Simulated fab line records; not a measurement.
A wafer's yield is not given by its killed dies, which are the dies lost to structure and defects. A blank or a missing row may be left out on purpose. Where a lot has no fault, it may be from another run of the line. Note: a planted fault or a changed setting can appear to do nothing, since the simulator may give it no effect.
Struck lot and sound lot, side by side / flow sky130 / 15 out of 708 route steps
Sound: these wafers, L239.1, L239.3, L239.6. Wafers L254.1, L254.4, L254.6 were the ones struck. The cause comes at the end.
For every step that has rows: the tool of each side, followed by ch and its chambers, followed by its first start. Under that, the readings that differ: sound wafers / struck wafers / difference of the means / sigmas: that difference in standard deviations of wafers without a fault.
alike: words and numbers the same on both sides, and readings whose means are apart by under 2 such deviations; not compared: readings that were withheld, readings missing a value for some wafer, numbers with overlapping values and no deviation given by the record, and bounds like >300 which may hide the same value.
A row with sigmas, a row that says differs or no value, or rows on one side alone: a step with any of these is where the two part. Numbers that don't overlap but have no deviation are shown without sigmas and don't part them. Lack of a reading on every wafer of one side parts them only where that side has two or more wafers.

SKY_VIA3_OVL_MEAS_13:
  struck on overlay-01, day 44 12:23; sound on overlay-01, day 40 07:17
  alike: VIA3_OVL
then, 1 step without rows for these wafers: SKY_VIA3_ETCH_14 (etches BARC in N2/H2, stops on SiO2, time 45.9 s, target depth 60 nm).
SKY_VIA3_ETCH_15: etches SiO2 in C4F8/O2/Ar, stops on TiN, target depth 507 nm, time 78 s.
  sound on rie-diel-04 ch 1,2,3, day 40 07:22; struck on rie-diel-01 ch 0,2,3, day 44 12:28
  alike: oes-product-au
  not compared: rf-hours-counter-h
SKY_VIA3_STRIP_16: strips in O2/N2.
  sound on plasma-asher-03 ch 0,1, day 40 07:25; struck on plasma-asher-01 ch 0,1, day 44 12:31
  alike: drypump-motor-current-A, oes-product-au, strip-time-to-endpoint-s
  not compared: rf-hours-counter-h
then, 3 steps without rows for these wafers: SKY_VIA3_STRIP_17 (strips in post etch residue remover, time 1200 s); SKY_VIA3_CLEAN_18 (cleans in IPA, time 180 s); SKY_VIA3_CLEAN_19 (cleans in O3/DIW).
SKY_VIA3_SPUTTER_20: material TiN, target thk 20 nm, time 80 s.
  struck on pvd-sputter-03, day 44 13:07; sound on pvd-sputter-03, day 40 08:01
  alike: cathode-dc-power-W, chamber-pressure-pa, throttle-valve-pct
SKY_VIA3_CVD_21: deposits W, target thk 390 nm, time 117.31 s.
  sound on cvd-w-01 ch 0,1, day 40 08:05; struck on cvd-w-02 ch 0,1, day 44 13:10
reading=heater-power-w (W); sound=685 674 691; struck=930 871 941; difference=+231; sigmas=+2
  alike: susceptor-temp-C
SKY_VIA3_RS_MEAS_22: the measuring method here is four-point-probe.
  struck on film-metro-01, day 44 13:18; sound on film-metro-03, day 40 08:12
  alike: VIA3_W_RS
SKY_VIA3_THK_MEAS_23: measures by xrf.
  struck on film-metro-01, day 44 13:25; sound on film-metro-03, day 40 08:19
  alike: VIA3_W_THK
SKY_VIA3_CMP_24: polishes, stops on SiO2, t overpolish 20 s, target thk 0 nm.
  sound on cmp-02 ch 0,1, day 40 08:23; struck on cmp-01 ch 0,1,3, day 44 13:35
  alike: motor-current-A, overpolish-run-s, time-to-endpoint-s
SKY_METAL4_SPUTTER_00: material Ti, target thk 15 nm, time 10 s.
  struck on pvd-sputter-01, day 44 13:47; sound on pvd-sputter-04, day 40 08:41
  no value came back on the struck wafers for cathode-dc-power-W (W), chamber-pressure-pa (Pa), throttle-valve-pct (%); on the sound wafers cathode-dc-power-W (W) reads 3000.1 3000.1 3000.3
then, 1 step without rows for these wafers: SKY_METAL4_SPUTTER_01 (material TiN, target thk 20 nm, time 16.7 s).
-- the record jumps here: 5 days lie between the struck wafers' starts before and after (it left off in module METAL4 and takes up again in module PAD_OPEN, whose first step shown is number 708 of the route) --
SKY_PAD_OPEN_PROBE_99:
  struck on prober-02, day 49 20:59; sound on prober-02, day 46 09:10
reading=model.etest.via3-chain.rc-ohm; sound=10.4 9.861 10.18; struck=10.75 10.91 11.04; difference=+0.75; sigmas=
  alike: defect-limited-yield, killed_at_M0_to_M3, killed_at_M4_up, killed-at-contacts, killed-at-front-end, killed-at-other, killed-dies, killed-on-rim, killed-open, killed-short, sort_bin_3_pad_short, sort_bin_5_function, sort_bin_6_memory, sort-n-pass, sort-yield-pct

## WHERE THEY PART
Last at SKY_METAL4_SPUTTER_00 as far as this record goes, first at SKY_VIA3_CVD_21. Later steps at which nothing parts them and some readings are alike: SKY_PAD_OPEN_PROBE_99.

WHY: the cause the simulator had injected
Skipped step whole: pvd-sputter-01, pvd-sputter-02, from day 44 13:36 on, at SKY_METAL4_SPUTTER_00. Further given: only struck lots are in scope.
